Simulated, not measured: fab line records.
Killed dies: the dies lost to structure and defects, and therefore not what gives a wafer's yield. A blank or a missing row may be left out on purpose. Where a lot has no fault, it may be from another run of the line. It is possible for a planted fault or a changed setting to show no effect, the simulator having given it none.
A lot that was struck, set against a sound lot | flow sky130 | 32 out of 708 route steps
Sound: the wafers L661.1, L661.5, L661.6. Wafers L674.2, L674.4, L674.6 were the ones struck. Last of all comes the cause.
Per side, at each step with rows, come the tool, then ch with its chambers, and then its first start. Under that, the readings that differ: sound wafers | struck wafers | difference of the means | sigmas: that difference in standard deviations of wafers without a fault.
alike: readings with means less than 2 such deviations apart, plus words and numbers identical on both sides. not compared: withheld readings, readings lacking a value on some wafer, bounds such as >300 that could conceal the same value, and numbers that have no deviation in the record and whose values overlap.
Wherever a step has rows on one side only, a row that says differs or no value, or a row with sigmas, the two part there. Non-overlapping numbers with no deviation appear without sigmas and do not part them. A reading missing from all wafers of one side parts the sides only when that side holds two or more wafers.

SKY_VIA1_ETCH_15: etches SiO2 in C4F8/O2/Ar, stops on TiN, target depth 351 nm, time 54 s.
  sound on rie diel-02 ch 0,1,2, day 35 07:05; struck on rie diel-01 ch 0,2,3, day 39 16:59
  alike: oes product au
  not compared: rf hours counter h
then, 4 steps without rows for these wafers: SKY_VIA1_STRIP_16 (strips in O2/N2); SKY_VIA1_STRIP_17 (strips in post etch residue remover, time 1200 s); SKY_VIA1_CLEAN_18 (cleans in IPA, time 180 s); SKY_VIA1_CLEAN_19 (cleans in O3/DIW).
SKY_VIA1_SPUTTER_20: material TiN, target thk 20 nm, time 80 s.
  struck on pvd sputter-01, day 39 17:40; sound on pvd sputter-03, day 35 07:46
  alike: throttle valve pct
SKY_VIA1_CVD_21: deposits W, target thk 270 nm, time 80.902 s.
  sound on cvd w-01 ch 0,1, day 35 07:49; struck on cvd w-02 ch 0,1, day 39 17:43
  alike: heater power w, susceptor temp C
SKY_VIA1_RS_MEAS_22: a four-point-probe measurement.
  struck on film metro-04, day 39 17:50; sound on film metro-04, day 35 07:55
  alike: VIA1_W_RS
SKY_VIA1_THK_MEAS_23: measures by xrf.
  struck on film metro-04, day 39 17:56; sound on film metro-04, day 35 08:02
  alike: VIA1_W_THK
then, 2 steps without rows for these wafers: SKY_VIA1_CMP_24 (polishes, stops on SiO2, t overpolish 15 s, target thk 0 nm); SKY_METAL2_SPUTTER_00 (material Ti, target thk 15 nm, time 10 s).
SKY_METAL2_SPUTTER_01: material TiN, target thk 20 nm, time 16.7 s.
  struck on pvd sputter-01, day 39 18:19; sound on pvd sputter-01, day 35 08:25
  alike: throttle valve pct
SKY_METAL2_SPUTTER_02: material AlCu, target thk 250 nm, time 13.3 s.
  struck on pvd sputter-01, day 39 18:20; sound on pvd sputter-01, day 35 08:26
  reading                                     | sound             | struck            | difference | sigmas
  model.AlCu_of_METAL2_SPUTTER_02.thk nm (nm) | 244.4 243.8 246.3 | 174.8 174.6 175.5 | -69.9      |
  alike: throttle valve pct
SKY_METAL2_SPUTTER_03: material Ti, target thk 5 nm, time 3.3 s.
  struck on pvd sputter-01, day 39 18:22; sound on pvd sputter-01, day 35 08:28
  alike: throttle valve pct
then, 1 step without rows for these wafers: SKY_METAL2_SPUTTER_04 (material TiN, target thk 70 nm, time 58.3 s).
SKY_METAL2_RS_MEAS_05: a four-point-probe measurement.
  struck on film metro-03, day 39 18:27; sound on film metro-01, day 35 08:32
  reading                 | sound                | struck               | difference | sigmas
  METAL2_ALCU_RS (ohm/sq) | 0.1303 0.1304 0.1292 | 0.1843 0.1844 0.1832 | +0.0540    | +34
SKY_METAL2_THK_MEAS_06: measures by xrf.
  struck on film metro-03, day 39 18:34; sound on film metro-01, day 35 08:39
  reading              | sound       | struck      | difference | sigmas
  METAL2_ALCU_THK (nm) | 239 239 243 | 170 171 173 | -69        | -19
then, 8 steps without rows for these wafers: SKY_METAL2_DEHYDRATE_07 (time 60 s); SKY_METAL2_HMDS_08 (prime time 60 s); SKY_METAL2_COAT_09 (resist thk 60 nm); SKY_METAL2_COAT_10 (resist thk 450 nm); SKY_METAL2_SOFTBAKE_11 (time 90 s); SKY_METAL2_EXPOSE_12 (exposes mask MM2, target cd 140 nm); SKY_METAL2_PEB_13; SKY_METAL2_DEVELOP_14 (develop time 60 s).
SKY_METAL2_CD_MEAS_15: the cd target is 140 nm.
  struck on cd sem-02, day 40 19:52; sound on cd sem-01, day 36 10:53
  alike: cd nm
SKY_METAL2_OVL_MEAS_16:
  struck on overlay-02, day 40 19:58; sound on overlay-02, day 36 11:01
  alike: METAL2_OVL
then, 2 steps without rows for these wafers: SKY_METAL2_DESCUM_17 (chemistry O2, time 8 s); SKY_METAL2_ETCH_18 (etches BARC in N2/H2, stops on SiO2, time 45.9 s, target depth 60 nm).
SKY_METAL2_METAL_ETCH_19: etches the open film in Cl2/BCl3, stops on SiO2, target depth 360 nm, time 78 s.
  sound on rie metal-01 ch 0,1, day 36 11:08; struck on rie metal-02 ch 0,1, day 40 20:05
  reading               | sound             | struck            | difference | sigmas
  oes product au (a.u.) | 0.841 0.856 0.851 | 0.790 0.777 0.788 | -0.064     | -12
  alike: drypump motor current A, throttle valve pct
  not compared: rf hours counter h
then, 1 step without rows for these wafers: SKY_METAL2_STRIP_20 (strips in O2/N2).
-- the record jumps here: 9 days lie between the struck wafers' starts before and after (it left off in module METAL2 and takes up again in module PAD_OPEN, whose first step shown is number 708 of the route) --
SKY_PAD_OPEN_PROBE_99:
  struck on prober-01, day 50 03:00; sound on prober-02, day 46 19:32
  reading                      | sound                | struck               | difference | sigmas
  model.etest.met2.line ohm um | 0.9222 0.9114 0.9275 | 1.313 1.443 1.342    | +0.446     |
  model.etest.met2.rs ohm sq   | 0.13 0.1321 0.1306   | 0.1866 0.1885 0.1858 | +0.0561    |
  alike: defect limited yield, killed_at_M0_to_M3, killed_at_M4_up, killed at contacts, killed at front end, killed at other, killed dies, killed open, killed short, sort_bin_3_pad_short, sort_bin_5_function, sort_bin_6_memory, sort n pass, sort yield pct

WHERE THEY PART
Last at SKY_METAL2_METAL_ETCH_19 as far as this record goes, first at SKY_METAL2_RS_MEAS_05. Later steps at which nothing parts them and some readings are alike: SKY_PAD_OPEN_PROBE_99.

WHY: what had been put in by the simulator
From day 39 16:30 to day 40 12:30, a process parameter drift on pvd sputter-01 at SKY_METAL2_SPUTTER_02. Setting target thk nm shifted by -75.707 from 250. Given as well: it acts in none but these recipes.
